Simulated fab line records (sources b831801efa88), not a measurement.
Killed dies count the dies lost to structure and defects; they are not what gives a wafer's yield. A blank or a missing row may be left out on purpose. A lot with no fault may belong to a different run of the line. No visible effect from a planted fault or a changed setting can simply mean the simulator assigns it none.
Which tool is to blame? -- flow gf180mcu -- 39 wafers from 13 lots sampled at 4 of the route's 602 steps

WHAT THE GAUGES READ, wafer by wafer
GF_DNWELL_TW_MEAS_09.
lot,measured,on,DNWELL_TW
L816,day 3 05:01,film-metro-03,1345 1346 1341
L818,day 3 09:17,film-metro-01,1369 1367 1366
L819,day 3 22:51,film-metro-01,1367 1362 1369
L820,day 4 01:32,film-metro-03,1336 1336 1341
L823,day 4 18:42,film-metro-01,1361 1366 1370
L825,day 5 04:04,film-metro-04,1379 1380 1375
L826,day 5 08:14,film-metro-01,1350 1349 1348
L827,day 5 11:50,film-metro-03,1342 1357 1356
L828,day 5 18:14,film-metro-01,1369 1366 1373
L829,day 6 02:09,film-metro-01,1361 1361 1360
L830,day 6 03:13,film-metro-03,1356 1355 1366
L837,day 7 16:04,film-metro-01,1367 1366 1361
L838,day 7 19:49,film-metro-01,1373 1371 1375

GF_LVPWELL_OVL_MEAS_07.
lot,measured,on,LVPWELL_OVL (nm)
L816,day 4 05:46,overlay-01,0.4 -0.5 -0.4
L818,day 4 11:16,overlay-02,-2.7 -1.5 -0.7
L819,day 5 01:51,overlay-01,0.8 0.5 1.1
L820,day 5 05:25,overlay-02,2.2 2.2 1.5
L823,day 6 00:37,overlay-01,0.5 0.0 0.7
L825,day 6 10:05,overlay-02,-0.3 0.1 -0.3
L826,day 6 14:36,overlay-02,-0.8 -0.8 0.2
L827,day 6 18:23,overlay-01,2.1 0.4 2.1
L828,day 7 00:57,overlay-01,1.5 1.4 2.4
L829,day 7 09:27,overlay-02,-1.5 -0.2 -0.8
L830,day 7 09:44,overlay-01,-0.6 0.2 0.0
L837,day 9 01:09,overlay-02,0.1 -2.8 -1.8
L838,day 9 04:22,overlay-01,0.7 1.8 1.2

GF_VT_IMPLANT_TW_MEAS_21.
lot,measured,on,VT_IMPLANT_2_TW
L816,day 6 16:41,film-metro-04,1231 1224 1227
L818,day 6 21:04,film-metro-04,1227 1218 1223
L819,day 7 15:28,film-metro-02,1204 1211 1208
L820,day 7 18:54,film-metro-04,1225 1231 1226
L823,day 8 17:43,film-metro-04,1230 1225 1224
L825,day 9 02:29,film-metro-01,1226 1230 1232
L826,day 9 06:50,film-metro-02,1194 1198 1200
L827,day 9 13:10,film-metro-01,1290 1290 1286
L828,day 9 19:53,film-metro-02,1198 1200 1199
L829,day 10 05:30,film-metro-01,1286 1291 1293
L830,day 10 05:49,film-metro-02,1197 1201 1197
L837,day 12 00:59,film-metro-02,1219 1213 1224
L838,day 12 04:46,film-metro-01,1237 1235 1233

TOOL THAT RAN EACH LOT (tool first, then ch and the chambers of the sampled wafers, then the start)
lot,GF_VT_IMPLANT_IMPLANT_19
L816,"implanter-01 ch 0, day 6 16:28"
L818,"implanter-02 ch 0, day 6 20:49"
L819,"implanter-02 ch 0, day 7 15:13"
L820,"implanter-03 ch 0, day 7 18:39"
L823,"implanter-03 ch 0, day 8 17:28"
L825,"implanter-03 ch 0, day 9 02:14"
L826,"implanter-03 ch 0, day 9 06:35"
L827,"implanter-03 ch 0, day 9 12:57"
L828,"implanter-02 ch 0, day 9 19:40"
L829,"implanter-03 ch 0, day 10 05:15"
L830,"implanter-02 ch 0, day 10 05:34"
L837,"implanter-01 ch 0, day 12 00:46"
L838,"implanter-02 ch 0, day 12 04:31"
- GF_VT_IMPLANT_IMPLANT_19

WHAT THE TOOLS THEMSELVES READ (means of the sampled wafers that have a number; where no wafer has one, the mark that the record gives instead)
GF_VT_IMPLANT_IMPLANT_19.
lot,tool,beam-energy-keV,tilt-deg (degrees)
L816,implanter-01,100.00,6.984
L818,implanter-02,99.97,7.007
L819,implanter-02,99.99,6.990
L820,implanter-03,99.97,7.004
L823,implanter-03,100.00,6.988
L825,implanter-03,100.01,6.991
L826,implanter-03,99.99,6.979
L827,implanter-03,120.93,6.989
L828,implanter-02,100.02,7.007
L829,implanter-03,120.95,6.982
L830,implanter-02,99.98,6.990
L837,implanter-01,100.03,7.040
L838,implanter-02,99.97,7.005

THE ANSWER, worked out from the rows above alone
Rule: what is usual is taken from the lots themselves. Put in order of their means at a reading, lots are off if they are a third of the lots or fewer, leave a main group of 4 or more, and stand apart from it by a gap of 3 or more times the standard deviation of the main group's means; of several such gaps the widest counts. If all means in a main group match to the digits the tables above print for the reading, that group is not used. Also off: a lot with no number at a reading for which 4 or more lots have one. All remaining lots with rows at the step are treated as sound. First the gauges in route order, then the tools' own readings, where a lot's mean is used as printed above. The first step at which some lot is off is used, and at that step the reading that is off furthest; a lot without a number counts as furthest.
Off: L827, L829, seen at GF_VT_IMPLANT_TW_MEAS_21 (VT_IMPLANT_2_TW). The main group has a mean of 1217 with a standard deviation of 13.
If a tool, at a process step before that reading, ran all the lots that are off and no sound lot after the first of them, it fits. Not tried: the gauges at GF_VT_IMPLANT_TW_MEAS_21; whatever is off there is also off at GF_VT_IMPLANT_IMPLANT_19, on other tools, and gauge error can't account for it. One fits: GF_VT_IMPLANT_IMPLANT_19 on implanter-03. A fault onset in the window from L826 (day 9 06:35, its last sound lot) to L827 (day 9 12:57, its first lot off) fits.
On the lots that are off, the tool's own readings at GF_VT_IMPLANT_IMPLANT_19 differ by more than 5 times the standard deviation of the sound lots' means, which bears it out; beam-energy-keV reads 120.94 there versus 99.99 on the sound lots.

WHAT HAD BEEN PUT IN BY THE SIMULATOR
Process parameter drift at GF_VT_IMPLANT_IMPLANT_19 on implanter-03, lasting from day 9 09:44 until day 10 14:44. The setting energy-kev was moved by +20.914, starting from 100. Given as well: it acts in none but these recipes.
Shown lots that were struck: L827, L829. The rule above reached the same finding.
